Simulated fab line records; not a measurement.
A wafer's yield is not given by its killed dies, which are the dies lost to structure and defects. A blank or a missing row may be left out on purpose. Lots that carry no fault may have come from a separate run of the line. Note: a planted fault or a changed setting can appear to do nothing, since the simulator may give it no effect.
fab line records + flow gf180mcu
record:
- lots: 14
- wafers: 42
- lastDay: 34
route steps=602 shown V5@544 TOP_METAL@583 PASSIVATION@601
lots that met no fault: from a run of the same line without faults
startH: hours from the record's opening day to when the first of the lot's shown wafers began + waitH: hours since the lot's step before + " same as the row above + L1.1+2: one row covering several wafers at once + - either no value or no given start + * or withheld: withheld + < > ~ a bound
route shown NAME@n: a module of which the file shows steps, and the number in the route of the first + usual: average and standard deviation across the fault-free wafers + same: alike in all rows + chamber/n: place in a boat + sites: per-site readings + _std_site: standard deviation of those values + _edge_site: inner sites' mean taken away from outer sites' mean + radiusMm: for every site, how far away it sits from the centre of the wafer + mask NAME#n: copy n + behind: the last tool/chamber to shape the wafer + hold: reason for holding the lot/hours on hold/outcome of the hold + device: transistor that didn't switch, given as n, p or np + end of line: tests run on the same wafers once the route is complete + a step without rows: its recipe alone + killed: at the first sort, the dies lost to defects and structure; wafer yield is something else + map: a wafer's dies, x killed, . not, _ none there
set.NAME: the setting as run; set.NAME@STEP: as run at that earlier step + model.NAME: the simulator's own value behind a step, which no gauge read
the route's steps for a sample of lots (tables are steps, rows are wafers)
services: when a tool's chamber went out of use (startH, in hours from the record's first day, below 0 if earlier), for how many hours, and the reason
== steps ==
step: GF_V5_CMP_04
recipe:
- material: SiO2
- downForcePsi: 4
- platenRpm: 60
- padVelocityMS: 0.94248
usual:
- motorCurrentA: 11.9/1.3
| lot.wafer | tool   | chamber | startH | waitH | motorCurrentA |
|-----------|--------|---------|--------|-------|---------------|
| L210.1    | cmp-02 | 1       | 621.22 | 0.3   | 13.0          |
| L210.2    | "      | 2       | "      | "     | 13.9          |
| L210.3    | "      | 3       | "      | "     | 12.4          |
| L211.3    | cmp-02 | 3       | 622.49 | 0.1   | 12.1          |
| L211.4    | "      | 0       | "      | "     | 11.4          |
| L211.6    | "      | 2       | "      | "     | 13.0          |
| L213.2    | cmp-02 | 3       | 640.11 | 0.1   | 12.9          |
| L213.1    | "      | 0       | "      | "     | 11.6          |
| L213.5    | "      | 2       | "      | "     | 13.9          |
| L214.2    | cmp-01 | 0       | 649.02 | 0.0   | 9.7           |
| L214.3    | "      | 1       | "      | "     | 11.0          |
| L214.6    | "      | 0       | "      | "     | 9.3           |
| L215.4    | cmp-02 | 3       | 664.41 | 0.1   | 12.6          |
| L215.1    | "      | 0       | "      | "     | 11.8          |
| L215.6    | "      | 2       | "      | "     | 13.8          |
| L216.1    | cmp-01 | 0       | 665.14 | 0.1   | 9.6           |
| L216.3    | "      | 3       | "      | "     | 11.2          |
| L216.5    | "      | 1       | "      | "     | 11.2          |
| L217.1    | cmp-02 | 3       | 667.92 | 0.1   | 11.8          |
| L217.2    | "      | 0       | "      | "     | 12.2          |
| L217.3    | "      | 2       | "      | "     | 13.5          |
| L218.1    | cmp-01 | 3       | 675.11 | 0.1   | 11.7          |
| L218.4    | "      | 1       | "      | "     | 11.4          |
| L218.6    | "      | 3       | "      | "     | 11.2          |
| L227.3    | cmp-01 | 3       | 731.41 | 0.0   | 11.6          |
| L227.4    | "      | 2       | "      | "     | 12.1          |
| L227.6    | "      | 0       | "      | "     | 9.8           |
| L228.4    | cmp-01 | 3       | 744.85 | 0.0   | 12.3          |
| L228.3    | "      | 0       | "      | "     | 9.9           |
| L228.2    | "      | 2       | "      | "     | 12.7          |
| L229.4    | cmp-01 | 3       | 746.86 | 0.2   | 11.8          |
| L229.3    | "      | 0       | "      | "     | 9.5           |
| L229.2    | "      | 1       | "      | "     | 11.6          |
| L230.2    | cmp-02 | 2       | 749.25 | 0.2   | 13.7          |
| L230.5    | "      | 1       | "      | "     | 13.6          |
| L230.6    | "      | 2       | "      | "     | 13.1          |
| L232.3    | cmp-01 | 3       | 758.90 | 0.0   | 11.5          |
| L232.1    | "      | 1       | "      | "     | 11.4          |
| L232.5    | "      | 3       | "      | "     | 11.4          |
| L233.2    | cmp-01 | 0       | 768.95 | 0.0   | 9.7           |
| L233.1    | "      | 2       | "      | "     | 13.0          |
| L233.5    | "      | 0       | "      | "     | 9.4           |
step: GF_V5_CD_MEAS_14
recipe:
- targetCdNm: 260
usual:
- cdNm: 260.2/1.2
| lot.wafer | tool     | chamber | startH | waitH | cdNm  |
|-----------|----------|---------|--------|-------|-------|
| L210.1    | cdSem-02 | -       | 641.78 | 0.1   | 256.8 |
| L210.2    | "        | -       | "      | "     | 257.8 |
| L210.3    | "        | -       | "      | "     | 257.3 |
| L211.3    | cdSem-02 | -       | 642.70 | 0.1   | 260.3 |
| L211.4    | "        | -       | "      | "     | 261.8 |
| L211.6    | "        | -       | "      | "     | 261.2 |
| L213.1    | cdSem-02 | -       | 659.31 | 0.1   | 260.2 |
| L213.2    | "        | -       | "      | "     | 260.6 |
| L213.5    | "        | -       | "      | "     | 260.5 |
| L214.2    | cdSem-02 | -       | 668.38 | 0.1   | 260.1 |
| L214.3    | "        | -       | "      | "     | 260.5 |
| L214.6    | "        | -       | "      | "     | 260.8 |
| L215.1    | cdSem-01 | -       | 683.76 | 0.1   | 259.4 |
| L215.4    | "        | -       | "      | "     | 259.5 |
| L215.6    | "        | -       | "      | "     | 259.9 |
| L216.1    | cdSem-01 | -       | 685.26 | 0.1   | 259.6 |
| L216.3    | "        | -       | "      | "     | 259.4 |
| L216.5    | "        | -       | "      | "     | 260.6 |
| L217.1    | cdSem-01 | -       | 687.79 | 0.3   | 259.7 |
| L217.2    | "        | -       | "      | "     | 260.0 |
| L217.3    | "        | -       | "      | "     | 259.9 |
| L218.1    | cdSem-01 | -       | 694.61 | 0.1   | 260.6 |
| L218.4    | "        | -       | "      | "     | 260.5 |
| L218.6    | "        | -       | "      | "     | 260.5 |
| L227.3    | cdSem-02 | -       | 749.19 | 0.1   | 259.3 |
| L227.4    | "        | -       | "      | "     | 259.6 |
| L227.6    | "        | -       | "      | "     | 257.8 |
| L228.2    | cdSem-02 | -       | 761.58 | 0.1   | 261.6 |
| L228.3    | "        | -       | "      | "     | 261.9 |
| L228.4    | "        | -       | "      | "     | 262.2 |
| L229.2    | cdSem-02 | -       | 763.63 | 0.1   | 261.1 |
| L229.3    | "        | -       | "      | "     | 261.3 |
| L229.4    | "        | -       | "      | "     | 260.6 |
| L230.2    | cdSem-02 | -       | 765.93 | 0.1   | 259.5 |
| L230.5    | "        | -       | "      | "     | 259.3 |
| L230.6    | "        | -       | "      | "     | 259.0 |
| L232.1    | cdSem-01 | -       | 775.46 | 0.1   | 259.9 |
| L232.3    | "        | -       | "      | "     | 258.8 |
| L232.5    | "        | -       | "      | "     | 258.0 |
| L233.1    | cdSem-02 | -       | 784.81 | 0.1   | 260.1 |
| L233.2    | "        | -       | "      | "     | 258.9 |
| L233.5    | "        | -       | "      | "     | 259.9 |
step: GF_TOP_METAL_METAL_ETCH_16
recipe:
- chemistry: Cl2/BCl3
- maskMaterial: NOVOLAK
- targetDepthNm: 1077.5
- stopOn: SiO2
- pressureMtorr: 8
- icpW: 800
- biasW: 140
- Cl2_flow_sccm: 80
- bcl3FlowSccm: 40
- timeS: 179.6
usual:
- bcl3FlowSccm: 40.01/0.13
- biasW: 140.0/0.43
- drypumpMotorCurrentA: 5.4/0.35
- oesProductAu: 0.969/0.0062
- throttleValvePct: 28.253/0.011
| lot.wafer | tool        | chamber | startH | waitH | bcl3FlowSccm | biasW | drypumpMotorCurrentA | oesProductAu | rfHoursCounterH | throttleValvePct |
|-----------|-------------|---------|--------|-------|--------------|-------|----------------------|--------------|-----------------|------------------|
| L210.1    | rieMetal-04 | 0       | 663.85 | 0.0   | 39.90        | 140.7 | 4.9                  | 0.961        | 12.6            | 28.272           |
| L210.2    | "           | 1       | "      | "     | 40.30        | 140.0 | 5.2                  | 0.977        | 6.4             | 28.249           |
| L210.3    | "           | 0       | "      | "     | 39.97        | 140.2 | 4.9                  | 0.974        | -               | 28.233           |
| L211.3    | rieMetal-02 | 1       | 664.59 | 0.1   | 40.07        | 139.7 | 5.6                  | 0.955        | -               | 28.262           |
| L211.4    | "           | 0       | "      | "     | 40.00        | 139.8 | 5.9                  | 0.959        | -               | 28.256           |
| L211.6    | "           | 0       | "      | "     | 39.98        | 139.7 | 5.9                  | 0.957        | -               | 28.282           |
| L213.1    | rieMetal-03 | 1       | 680.10 | 0.0   | 40.17        | 140.1 | 5.1                  | 0.959        | 6.6             | 28.266           |
| L213.2    | "           | 0       | "      | "     | 40.05        | 139.7 | 5.5                  | 0.963        | 5.1             | 28.265           |
| L213.5    | "           | 1       | "      | "     | 40.02        | 139.9 | 5.1                  | 0.981        | -               | 28.255           |
| L214.2    | rieMetal-03 | 1       | 689.65 | 0.0   | 40.14        | 140.4 | 5.1                  | 0.974        | 7.0             | 28.247           |
| L214.3    | "           | 1       | "      | "     | 40.08        | 141.1 | 5.1                  | 0.966        | -               | 28.246           |
| L214.6    | "           | 0       | "      | "     | 39.76        | 140.2 | 5.5                  | 0.967        | -               | 28.237           |
| L215.1    | rieMetal-02 | 1       | 704.60 | 0.0   | 40.01        | 139.9 | 5.6                  | 0.965        | 6.5             | 28.242           |
| L215.4    | "           | 0       | "      | "     | 39.92        | 140.6 | 5.9                  | 0.966        | -               | 28.256           |
| L215.6    | "           | 0       | "      | "     | 39.98        | 139.8 | 5.9                  | 0.963        | -               | 28.257           |
| L216.1    | rieMetal-03 | 1       | 705.58 | 0.0   | 40.00        | 139.9 | 5.1                  | 0.977        | 7.6             | 28.248           |
| L216.3    | "           | 0       | "      | "     | 39.90        | 140.2 | 5.5                  | 0.971        | -               | 28.257           |
| L216.5    | "           | 1       | "      | "     | 39.98        | 140.3 | 5.1                  | 0.971        | -               | 28.250           |
| L217.1    | rieMetal-04 | 0       | 708.52 | 0.0   | 39.92        | 140.0 | 4.9                  | 0.958        | 0.9             | 28.270           |
| L217.2    | "           | 1       | "      | "     | 39.89        | 140.6 | 5.2                  | 0.963        | 8.7             | 28.263           |
| L217.3    | "           | 1       | "      | "     | 40.09        | 139.9 | 5.2                  | 0.971        | -               | 28.242           |
| L218.1    | rieMetal-03 | 0       | 715.48 | 0.0   | 39.94        | 139.1 | 5.5                  | 0.967        | 6.7             | 28.255           |
| L218.4    | "           | 1       | "      | "     | 39.86        | 139.7 | 5.1                  | 0.969        | -               | 28.245           |
| L218.6    | "           | 0       | "      | "     | 39.81        | 139.2 | 5.5                  | 0.971        | -               | 28.231           |
| L227.3    | rieMetal-03 | 1       | 767.65 | 0.1   | -            | -     | -                    | -            | -               | -                |
| L227.4    | "           | 0       | "      | "     | -            | -     | -                    | -            | -               | -                |
| L227.6    | "           | 1       | "      | "     | -            | -     | -                    | -            | -               | -                |
| L228.2    | rieMetal-02 | 1       | 778.74 | 0.0   | -            | -     | -                    | -            | -               | -                |
| L228.3    | "           | 1       | "      | "     | -            | -     | -                    | -            | -               | -                |
| L228.4    | "           | 0       | "      | "     | -            | -     | -                    | -            | -               | -                |
| L229.2    | rieMetal-02 | 1       | 781.23 | 0.0   | 39.93        | 139.8 | 5.6                  | 0.968        | 9.7             | 28.265           |
| L229.3    | "           | 0       | "      | "     | 39.95        | 140.2 | 5.9                  | 0.965        | -               | 28.247           |
| L229.4    | "           | 1       | "      | "     | 40.07        | 139.5 | 5.6                  | 0.969        | -               | 28.262           |
| L230.2    | rieMetal-02 | 0       | 783.27 | 0.0   | 40.12        | 139.4 | 5.9                  | 0.967        | 10.5            | 28.243           |
| L230.5    | "           | 1       | "      | "     | 39.91        | 139.5 | 5.6                  | 0.967        | -               | 28.237           |
| L230.6    | "           | 0       | "      | "     | 39.97        | 139.8 | 5.9                  | 0.974        | -               | 28.262           |
| L232.1    | rieMetal-02 | 0       | 792.55 | 0.0   | 39.95        | 140.1 | 5.9                  | 0.967        | 11.2            | 28.239           |
| L232.3    | "           | 1       | "      | "     | 39.96        | 140.6 | 5.6                  | 0.963        | -               | 28.257           |
| L232.5    | "           | 1       | "      | "     | 39.98        | 139.9 | 5.6                  | 0.967        | -               | 28.250           |
| L233.1    | rieMetal-04 | 0       | 801.58 | 0.0   | 40.23        | 139.5 | 4.9                  | 0.973        | 6.7             | 28.243           |
| L233.2    | "           | 0       | "      | "     | 40.21        | 140.4 | 4.9                  | 0.965        | -               | 28.263           |
| L233.5    | "           | 0       | "      | "     | 40.15        | 140.0 | 4.9                  | 0.972        | -               | 28.241           |
step: GF_TOP_METAL_STRIP_17
recipe:
- chemistry: O2/N2
- powerW: 1400
- pressureMtorr: 1500
- platenTempC: 250
- o2FlowSccm: 3000
- n2FlowSccm: 300
- overashFraction: 0.5
usual:
- drypumpMotorCurrentA: 5.9/0.46
- heaterPowerW: 329/31
- n2FlowSccm: 300.0/0.78
- o2FlowSccm: 3000/9.3
- oesProductAu: 0.710/0.0047
- stripTimeToEndpointS: 13.46/0.081
| lot.wafer | tool           | chamber | startH | waitH | drypumpMotorCurrentA | heaterPowerW | n2FlowSccm | o2FlowSccm | oesProductAu | rfHoursCounterH | stripTimeToEndpointS |
|-----------|----------------|---------|--------|-------|----------------------|--------------|------------|------------|--------------|-----------------|----------------------|
| L210.1    | plasmaAsher-02 | 0       | 664.02 | 0.1   | 5.5                  | 380          | 300.2      | 2995       | 0.712        | 26              | 13.56                |
| L210.2    | "              | 1       | "      | "     | 5.8                  | 324          | 300.1      | 3002       | 0.707        | 26              | 13.39                |
| L210.3    | "              | 0       | "      | "     | 5.4                  | 372          | 301.2      | 2993       | 0.708        | -               | 13.49                |
| L211.3    | plasmaAsher-03 | 1       | 664.74 | 0.1   | 5.9                  | 289          | 299.2      | 2993       | 0.713        | -               | 13.37                |
| L211.4    | "              | 0       | "      | "     | 6.0                  | 315          | 301.1      | 3012       | 0.714        | -               | 13.34                |
| L211.6    | "              | 0       | "      | "     | 6.0                  | 316          | 300.5      | 3014       | 0.717        | -               | 13.38                |
| L213.1    | plasmaAsher-01 | 1       | 680.27 | 0.1   | 5.7                  | 288          | 300.8      | 3009       | 0.710        | 61              | 13.56                |
| L213.2    | "              | 0       | "      | "     | 6.8                  | 353          | 300.2      | 3005       | 0.703        | 61              | 13.57                |
| L213.5    | "              | 1       | "      | "     | 5.7                  | 303          | 299.8      | 3030       | 0.717        | -               | 13.55                |
| L214.2    | plasmaAsher-02 | 1       | 689.82 | 0.1   | 5.8                  | 340          | 300.0      | 3016       | 0.705        | 28              | 13.56                |
| L214.3    | "              | 1       | "      | "     | 5.8                  | 334          | 300.3      | 3009       | 0.710        | -               | 13.55                |
| L214.6    | "              | 0       | "      | "     | 5.5                  | 369          | 300.2      | 3010       | 0.709        | -               | 13.57                |
| L215.1    | plasmaAsher-02 | 0       | 704.77 | 0.1   | 5.4                  | 374          | 301.0      | 3002       | 0.715        | 30              | 13.42                |
| L215.4    | "              | 0       | "      | "     | 5.4                  | 371          | 299.4      | 3002       | 0.701        | -               | 13.39                |
| L215.6    | "              | 0       | "      | "     | 5.4                  | 362          | 300.2      | 2998       | 0.711        | -               | 13.34                |
| L216.1    | plasmaAsher-03 | 1       | 705.76 | 0.1   | 5.9                  | 300          | 300.9      | 3004       | 0.712        | 89              | 13.46                |
| L216.3    | "              | 1       | "      | "     | 5.9                  | 295          | 300.8      | 2995       | 0.710        | -               | 13.43                |
| L216.5    | "              | 0       | "      | "     | 6.0                  | 322          | 300.5      | 2999       | 0.714        | -               | 13.56                |
| L217.1    | plasmaAsher-01 | 0       | 708.69 | 0.1   | 6.8                  | 361          | 299.9      | 2982       | 0.723        | 64              | 13.64                |
| L217.2    | "              | 1       | "      | "     | 5.6                  | 287          | 300.2      | 2994       | 0.704        | 64              | 13.54                |
| L217.3    | "              | 1       | "      | "     | 5.7                  | 290          | 299.7      | 3008       | 0.710        | -               | 13.55                |
| L218.1    | plasmaAsher-03 | 1       | 715.71 | 0.2   | 5.9                  | 297          | 299.2      | 2997       | 0.712        | 91              | 13.48                |
| L218.4    | "              | 1       | "      | "     | 5.9                  | 294          | 300.5      | 2996       | 0.711        | -               | 13.50                |
| L218.6    | "              | 1       | "      | "     | 5.9                  | 291          | 300.1      | 3010       | 0.712        | -               | 13.49                |
| L227.3    | plasmaAsher-01 | 0       | 767.80 | 0.1   | 6.8                  | 355          | 299.7      | 2997       | 0.711        | -               | 18.20                |
| L227.4    | "              | 1       | "      | "     | 5.6                  | 294          | 299.2      | 2999       | 0.717        | -               | 18.19                |
| L227.6    | "              | 0       | "      | "     | 6.8                  | 361          | 299.2      | 2991       | 0.715        | -               | 18.20                |
| L228.2    | plasmaAsher-01 | 1       | 778.92 | 0.1   | 5.6                  | 286          | 300.6      | 2989       | 0.722        | 73              | 18.28                |
| L228.3    | "              | 1       | "      | "     | 5.6                  | 286          | 300.5      | 2982       | 0.716        | -               | 18.31                |
| L228.4    | "              | 0       | "      | "     | 6.8                  | 352          | 298.7      | 3017       | 0.712        | -               | 18.31                |
| L229.2    | plasmaAsher-03 | 0       | 781.41 | 0.1   | 6.0                  | 310          | 300.5      | 3011       | 0.708        | 98              | 13.41                |
| L229.3    | "              | 0       | "      | "     | 6.0                  | 313          | 300.5      | 3003       | 0.712        | -               | 13.35                |
| L229.4    | "              | 1       | "      | "     | 5.9                  | 290          | 298.7      | 3009       | 0.709        | -               | 13.52                |
| L230.2    | plasmaAsher-01 | 1       | 783.44 | 0.1   | 5.7                  | 297          | 299.6      | 2997       | 0.717        | 73              | 13.33                |
| L230.5    | "              | 1       | "      | "     | 5.6                  | 289          | 299.4      | 2984       | 0.708        | -               | 13.41                |
| L230.6    | "              | 0       | "      | "     | 6.8                  | 352          | 300.5      | 2992       | 0.718        | -               | 13.34                |
| L232.1    | plasmaAsher-03 | 1       | 792.73 | 0.1   | 5.9                  | 297          | 299.9      | 2993       | 0.720        | 99              | 13.39                |
| L232.3    | "              | 1       | "      | "     | 5.9                  | 292          | 298.7      | 2995       | 0.705        | -               | 13.41                |
| L232.5    | "              | 1       | "      | "     | 5.9                  | 294          | 299.5      | 3000       | 0.711        | -               | 13.40                |
| L233.1    | plasmaAsher-02 | 1       | 801.93 | 0.3   | 5.8                  | 341          | 300.1      | 2994       | 0.709        | 39              | 13.51                |
| L233.2    | "              | 0       | "      | "     | 5.4                  | 375          | 300.2      | 3002       | 0.709        | 39              | 13.45                |
| L233.5    | "              | 0       | "      | "     | 5.4                  | 368          | 300.5      | 3008       | 0.701        | -               | 13.47                |
step: GF_PASSIVATION_BOW_MEAS_14
recipe:
- mode: bow
usual:
- PASSIVATION_BOW: 135/11
| lot.wafer | tool         | chamber | startH | waitH | PASSIVATION_BOW[um] |
|-----------|--------------|---------|--------|-------|---------------------|
| L210.1    | filmMetro-01 | -       | 686.28 | 0.0   | 123                 |
| L210.2    | "            | -       | "      | "     | 127                 |
| L210.3    | "            | -       | "      | "     | 121                 |
| L211.3    | filmMetro-03 | -       | 686.58 | 0.0   | 126                 |
| L211.4    | "            | -       | "      | "     | 129                 |
| L211.6    | "            | -       | "      | "     | 131                 |
| L213.1    | filmMetro-03 | -       | 702.09 | 0.0   | 152                 |
| L213.2    | "            | -       | "      | "     | 138                 |
| L213.5    | "            | -       | "      | "     | 143                 |
| L214.2    | filmMetro-03 | -       | 711.53 | 0.0   | 122                 |
| L214.3    | "            | -       | "      | "     | 131                 |
| L214.6    | "            | -       | "      | "     | 123                 |
| L215.1    | filmMetro-01 | -       | 724.81 | 0.0   | 131                 |
| L215.4    | "            | -       | "      | "     | 152                 |
| L215.6    | "            | -       | "      | "     | 139                 |
| L216.1    | filmMetro-01 | -       | 726.71 | 0.0   | 144                 |
| L216.3    | "            | -       | "      | "     | 130                 |
| L216.5    | "            | -       | "      | "     | 141                 |
| L217.1    | filmMetro-03 | -       | 729.83 | 0.0   | 135                 |
| L217.2    | "            | -       | "      | "     | 137                 |
| L217.3    | "            | -       | "      | "     | 149                 |
| L218.1    | filmMetro-02 | -       | 736.04 | 0.0   | 143                 |
| L218.4    | "            | -       | "      | "     | 157                 |
| L218.6    | "            | -       | "      | "     | 145                 |
| L229.2    | filmMetro-03 | -       | 798.21 | 0.0   | 130                 |
| L229.3    | "            | -       | "      | "     | 141                 |
| L229.4    | "            | -       | "      | "     | 137                 |
| L230.2    | filmMetro-02 | -       | 800.00 | 0.0   | 155                 |
| L230.5    | "            | -       | "      | "     | 153                 |
| L230.6    | "            | -       | "      | "     | 137                 |
| L232.1    | filmMetro-02 | -       | 809.78 | 0.0   | 129                 |
| L232.3    | "            | -       | "      | "     | 132                 |
| L232.5    | "            | -       | "      | "     | 121                 |
| L233.1    | filmMetro-01 | -       | 819.36 | 0.0   | 146                 |
| L233.2    | "            | -       | "      | "     | 149                 |
| L233.5    | "            | -       | "      | "     | 142                 |
== services ==
| tool           | chamber | startH | hours | kind   |
|----------------|---------|--------|-------|--------|
| cmp-01         | -       | 620.22 | 1.1   | repair |
| plasmaAsher-03 | -       | 635.02 | 24.0  | repair |
| rieMetal-02    | -       | 644.20 | 0.3   | repair |
| rieMetal-02    | -       | 651.97 | 2.8   | pm     |
| cmp-01         | -       | 654.22 | 1.6   | repair |
| cmp-01         | -       | 667.06 | 0.2   | repair |
| rieMetal-03    | -       | 669.52 | 1.4   | repair |
| plasmaAsher-02 | -       | 681.69 | 3.1   | repair |
| plasmaAsher-02 | -       | 687.86 | 1.9   | repair |
| cmp-01         | -       | 696.00 | 0.8   | repair |
| cmp-01         | -       | 698.71 | 0.4   | repair |
| cmp-01         | -       | 699.39 | 1.8   | repair |
| plasmaAsher-02 | -       | 709.11 | 14.6  | pm     |
| cmp-01         | -       | 714.21 | 2.1   | repair |
| cmp-02         | -       | 720.82 | 4.4   | pm     |
| cmp-02         | -       | 744.14 | 4.0   | pm     |
| cmp-01         | -       | 748.49 | 1.8   | repair |
| cmp-02         | -       | 765.55 | 0.6   | repair |
| cmp-01         | -       | 770.06 | 24.8  | repair |
| rieMetal-03    | -       | 778.43 | 28.1  | pm     |
| cmp-02         | -       | 784.40 | 1.8   | repair |
| plasmaAsher-01 | -       | 784.58 | 2.4   | repair |
| cmp-01         | -       | 789.46 | 0.9   | repair |
| cmp-02         | -       | 801.01 | 2.2   | repair |
== key ==
firstSign:
- step: GF_TOP_METAL_METAL_ETCH_16
- reading: toolRecord
- direction: missing
effect:
- step: GF_TOP_METAL_STRIP_17
- reading: stripTimeToEndpointS
- direction: up
- sigmas: 59
- usual: *
- struck: *
metAt GF_TOP_METAL_METAL_ETCH_16
struckLots L227,L228
laterRowsLeftOut L227.3,L227.4,L227.6,L228.2,L228.3,L228.4
sortLeftOut L227.3,L227.4,L227.6,L228.2,L228.3,L228.4
notActingAt GF_V5_CMP_04,GF_V5_CD_MEAS_14,GF_PASSIVATION_BOW_MEAS_14
onsetBetween 715.48 767.65
fault:
- kind: skippedStepWhole
- tool: rieMetal-02,rieMetal-03
- chamber: -
- onsetH: 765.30
- steps: GF_TOP_METAL_METAL_ETCH_16
- scope: struckLotsOnly
sortLeftOut: the simulated sort isn't trusted on such a fault, so these wafers' sort isn't shown, and their yield isn't known
laterRowsLeftOut: the simulator's readings of these wafers behind a module that went badly wrong aren't trusted and aren't shown, but for the sort
